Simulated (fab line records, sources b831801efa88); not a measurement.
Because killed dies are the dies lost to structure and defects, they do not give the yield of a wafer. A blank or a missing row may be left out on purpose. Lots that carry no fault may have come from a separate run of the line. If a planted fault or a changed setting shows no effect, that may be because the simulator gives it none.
A lot that was struck, set against a sound lot | flow gf180mcu | 37 steps out of a route of 602
Sound: the wafers L926.3, L926.5, L926.6. Struck: wafer L931.5 (L931.1, L931.3, from the same lot, were not struck and are left out); the cause is given at the end.
Order at every step that has rows: each side's tool, ch and its chambers, its first start. Under that, the readings that differ: sound wafers | struck wafers | difference of the means | sigmas: that difference in standard deviations of wafers without a fault.
alike: readings whose means differ by less than 2 such deviations, and words and numbers that are the same on both sides. not compared: withheld readings, readings that some wafer has no value for, bounds like >300 that may hide the same value, and numbers for which the record gives no deviation and whose values overlap.
Wherever a step has rows on one side only, a row that says differs or no value, or a row with sigmas, the two part there. When numbers do not overlap yet have no deviation, they are printed without sigmas and do not part them. A reading that every wafer of one side lacks parts them only if that side has two wafers or more.

first, 2 steps without rows for these wafers: GF_M1_PEB_12 (peb time 90 s); GF_M1_DEVELOP_13 (develop time 60 s).
GF_M1_CD_MEAS_14 targets a cd of 230 nm.
  sound: cd_sem-01 at day 17 14:50; struck: cd_sem-02 at day 19 06:34
  alike: cd_nm
GF_M1_OVL_MEAS_15:
  sound: overlay-01 at day 17 14:55; struck: overlay-02 at day 19 06:41
  alike: M1_OVL
GF_M1_METAL_ETCH_16: etches the open film in Cl2/BCl3, stops on SiO2, target depth 627.5 nm, time 104.6 s.
  sound on rie_metal-03 ch 1, day 17 15:01; struck on rie_metal-02 ch 1, day 19 06:43
  reading                     | sound       | struck | difference | sigmas
  drypump_motor_current_A (A) | 5.1 5.1 5.1 | 6.2    | +1.1       | +3
  alike: oes_product_au, throttle_valve_pct
  not compared: rf_hours_counter_h
GF_M1_STRIP_17: strips in O2/N2.
  sound on plasma_asher-01 ch 0,1, day 17 15:13; struck on plasma_asher-01 ch 1, day 19 06:52
  alike: drypump_motor_current_A, heater_power_w, oes_product_au, strip_time_to_endpoint_s
  not compared: rf_hours_counter_h
then, 3 steps without rows for these wafers: GF_M1_STRIP_18 (strips in post etch residue remover, time 1200 s); GF_M1_CLEAN_19 (cleans in DIW); GF_V1_CVD_00 (deposits SiO2, target thk 600 nm, time 100 s).
GF_V1_THK_MEAS_01:
  sound: film_metro-02 at day 17 15:48; struck: film_metro-03 at day 19 07:28
  alike: V1_CVD_00_THK
then, 1 step without rows for these wafers: GF_V1_CVD_02 (deposits SiO2 from TEOS, target thk 850 nm, time 94.851 s).
GF_V1_THK_MEAS_03:
  sound: film_metro-01 at day 17 15:56; struck: film_metro-02 at day 19 07:36
  alike: V1_CVD_02_THK
GF_V1_CMP_04: polishes SiO2.
  sound on cmp-01 ch 0,1,3, day 17 16:07; struck on cmp-01 ch 0, day 19 07:46
  reading                             | sound           | struck | difference | sigmas
  motor_current_A (A)                 | 13.8 9.8 13.6   | 9.6    | -2.8       | -2
  time_to_endpoint_s (s)              | 82 88 78        | 28     | -55        | -9
  model.SiO2_of_V1_CVD_02.thk_nm (nm) | 631.6 631.6 630 | 790.2  | +159.1     |
  alike: retaining_ring_pressure_frac
GF_V1_BOW_MEAS_05:
  sound: film_metro-02 at day 17 16:19; struck: film_metro-01 at day 19 07:58
  alike: V1_BOW
then, 8 steps without rows for these wafers: GF_V1_DEHYDRATE_06 (time 60 s); GF_V1_HMDS_07 (prime time 60 s); GF_V1_COAT_08; GF_V1_COAT_09 (resist thk 1000 nm); GF_V1_SOFTBAKE_10 (time 60 s); GF_V1_EXPOSE_11 (exposes mask Via1, target cd 260 nm); GF_V1_PEB_12 (peb time 90 s); GF_V1_DEVELOP_13 (develop time 60 s).
GF_V1_CD_MEAS_14 targets a cd of 260 nm.
  sound: cd_sem-01 at day 18 15:51; struck: cd_sem-01 at day 20 07:32
  alike: cd_nm
GF_V1_OVL_MEAS_15:
  sound: overlay-01 at day 18 15:56; struck: overlay-01 at day 20 07:39
  alike: V1_OVL
GF_V1_ETCH_16: etches BARC in N2/H2.
  sound on rie_diel-04 ch 0,1,3, day 18 15:58; struck on rie_diel-03 ch 2, day 20 07:41
  alike: drypump_motor_current_A, oes_product_au, throttle_valve_pct
GF_V1_ETCH_17: etches SiO2 in C4F8/O2/Ar, stops on TiN, target depth 630 nm.
  sound on rie_diel-04 ch 0,1,3; struck on rie_diel-03 ch 2
  reading                        | sound             | struck | difference | sigmas
  oes_product_au (a.u.)          | 0.850 0.858 0.855 | 0.975  | +0.121     | +27
  model.V1.feature_depth_nm (nm) | 631.6 631.6 630   | 790.2  | +159.1     |
  model.etch.depth_nm (nm)       | 631.6 631.6 630   | 790.2  | +159.1     |
then, 4 steps without rows for these wafers: GF_V1_STRIP_18 (strips in O2/N2); GF_V1_STRIP_19 (strips in post etch residue remover, time 1200 s); GF_V1_CLEAN_20 (cleans in DIW); GF_V1_SPUTTER_21 (material Ti, target thk 15 nm, time 80.02 s).
GF_V1_SPUTTER_22: material TiN, target thk 10 nm, time 40 s.
  sound: pvd_sputter-03 at day 18 16:41; struck: pvd_sputter-01 at day 20 08:24
  alike: throttle_valve_pct
GF_V1_CVD_23: deposits W, target thk 350 nm, time 105.05 s.
  sound on cvd_w-01 ch 0,1, day 18 16:46; struck on cvd_w-01 ch 0, day 20 08:26
  alike: heater_power_w
GF_V1_RS_MEAS_24: uses a four-point probe to measure.
  sound: film_metro-02 at day 18 16:53; struck: film_metro-03 at day 20 08:34
  alike: V1_W_RS
GF_V1_THK_MEAS_25: measures by xrf.
  sound: film_metro-02 at day 18 16:59; struck: film_metro-03 at day 20 08:41
  alike: V1_W_THK
GF_V1_CMP_26: polishes, stops on SiO2, t overpolish 15 s, target thk 0 nm.
  sound on cmp-02 ch 1,2,3, day 18 17:07; struck on cmp-02 ch 3, day 20 08:47
  reading                             | sound             | struck | difference | sigmas
  model.SiO2_of_V1_CVD_02.thk_nm (nm) | 627.9 627.8 626.2 | 786.4  | +159.1     |
  alike: motor_current_A, retaining_ring_pressure_frac
then, 1 step without rows for these wafers: GF_M2_SPUTTER_00 (material Ti, target thk 37.5 nm, time 150 s).
-- the record jumps here: 10 days lie between the struck wafers' starts before and after (it left off in module M2 and takes up again in module PASSIVATION, whose first step shown is number 602 of the route) --
GF_PASSIVATION_PROBE_99:
  sound: prober-01 at day 29 10:51; struck: prober-02 at day 30 18:15
  reading                       | sound             | struck | difference | sigmas
  model.etest.via1_chain.rc_ohm | 6.158 6.052 6.145 | 6.683  | +0.565     |

== WHERE THEY PART ==
At GF_M1_METAL_ETCH_16 first; at GF_V1_ETCH_17 last (within this record only). Later steps at which nothing parts them and some readings are alike: GF_V1_SPUTTER_22, GF_V1_CVD_23, GF_V1_RS_MEAS_24, GF_V1_THK_MEAS_25, GF_V1_CMP_26.

WHY: what the simulator had put in
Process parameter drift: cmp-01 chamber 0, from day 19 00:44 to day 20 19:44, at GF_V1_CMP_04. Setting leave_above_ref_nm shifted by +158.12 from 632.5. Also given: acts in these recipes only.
